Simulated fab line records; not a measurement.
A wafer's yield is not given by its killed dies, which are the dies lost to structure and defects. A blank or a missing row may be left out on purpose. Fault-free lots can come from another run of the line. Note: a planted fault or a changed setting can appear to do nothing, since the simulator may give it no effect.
Split-lot experiment ; flow sky130 ; 5 lots, 23 wafers read, on a route of 708 steps

THE SPLIT
At SKY_POLY_GATE_OXIDATION_20 (stabilise 600 s, purge 300 s, target thk 4 nm), the setting temp c was moved away from the recipe's 850 C on 20 of the 23 wafers read, by -2.9% to +1.7%. All remaining wafers had this setting at the recipe value.

Between the split and the reading, the file records no step.

THE READING
POLY_GATE_OXIDATION_THK, in nm, at SKY_POLY_GATE_THK_MEAS_21. A value of 4.00 nm with a standard deviation of 0.11 nm is what fault-free wafers of this fab line usually give.

wafer;tool, chamber at the split;temp c as run, C;against the recipe;POLY_GATE_OXIDATION_THK, nm;against lot-mates on the recipe
L074.1;-, -;841.9;-1.0%;3.42;no lot-mate on the recipe
L074.2;-, -;841.9;-1.0%;3.47;no lot-mate on the recipe
L074.3;-, -;841.9;-1.0%;3.42;no lot-mate on the recipe
L074.5;-, -;841.9;-1.0%;3.41;no lot-mate on the recipe
L074.6;-, -;841.9;-1.0%;3.33;no lot-mate on the recipe
L075.1;-, -;841.1;-1.0%;3.44;no lot-mate on the recipe
L075.3;-, -;841.1;-1.0%;3.52;no lot-mate on the recipe
L075.4;-, -;841.1;-1.0%;3.48;no lot-mate on the recipe
L075.5;-, -;841.1;-1.0%;3.55;no lot-mate on the recipe
L075.6;-, -;841.1;-1.0%;3.51;no lot-mate on the recipe
L076.1;furnace-02, 0;850;recipe;4.01;-
L076.2;furnace-02, 0;850;recipe;3.94;-
L076.5;furnace-02, 0;850;recipe;3.95;-
L083.1;-, -;864.1;+1.7%;4.81;no lot-mate on the recipe
L083.2;-, -;864.1;+1.7%;4.78;no lot-mate on the recipe
L083.3;-, -;864.1;+1.7%;4.85;no lot-mate on the recipe
L083.4;-, -;864.1;+1.7%;4.79;no lot-mate on the recipe
L083.5;-, -;864.1;+1.7%;4.85;no lot-mate on the recipe
L085.1;-, -;825.3;-2.9%;2.85;no lot-mate on the recipe
L085.2;-, -;825.3;-2.9%;2.84;no lot-mate on the recipe
L085.3;-, -;825.3;-2.9%;2.89;no lot-mate on the recipe
L085.4;-, -;825.3;-2.9%;2.83;no lot-mate on the recipe
L085.6;-, -;825.3;-2.9%;2.89;no lot-mate on the recipe

FIT RESULTS
A straight line over all 23 wafers: POLY_GATE_OXIDATION_THK changes by +0.435 nm for each +1% of temp c; r = +0.99; the points scatter about the line by 0.12 nm.
Too few moved wafers have a lot-mate on the recipe to fit a line with each lot's own level taken away.

THE WHOLE CHAIN: every reading that the file lists as answering this split, in the file's order
step;what it does;reading;change (the file's fit);r (the file's)
SKY_POLY_GATE_OXIDATION_20;stabilise 600 s, purge 300 s, target thk 4 nm;SiO2_of_POLY_GATE_OXIDATION_20.thk nm (the simulator's own value, which no gauge read);+0.432 nm for each +1% of the setting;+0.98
SKY_POLY_GATE_THK_MEAS_21;;POLY_GATE_OXIDATION_THK;+0.435 for each +1% of the setting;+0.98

FILE'S OWN FIT
POLY_GATE_OXIDATION_THK changes by +0.435 nm for each +1% of temp c, r = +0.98.
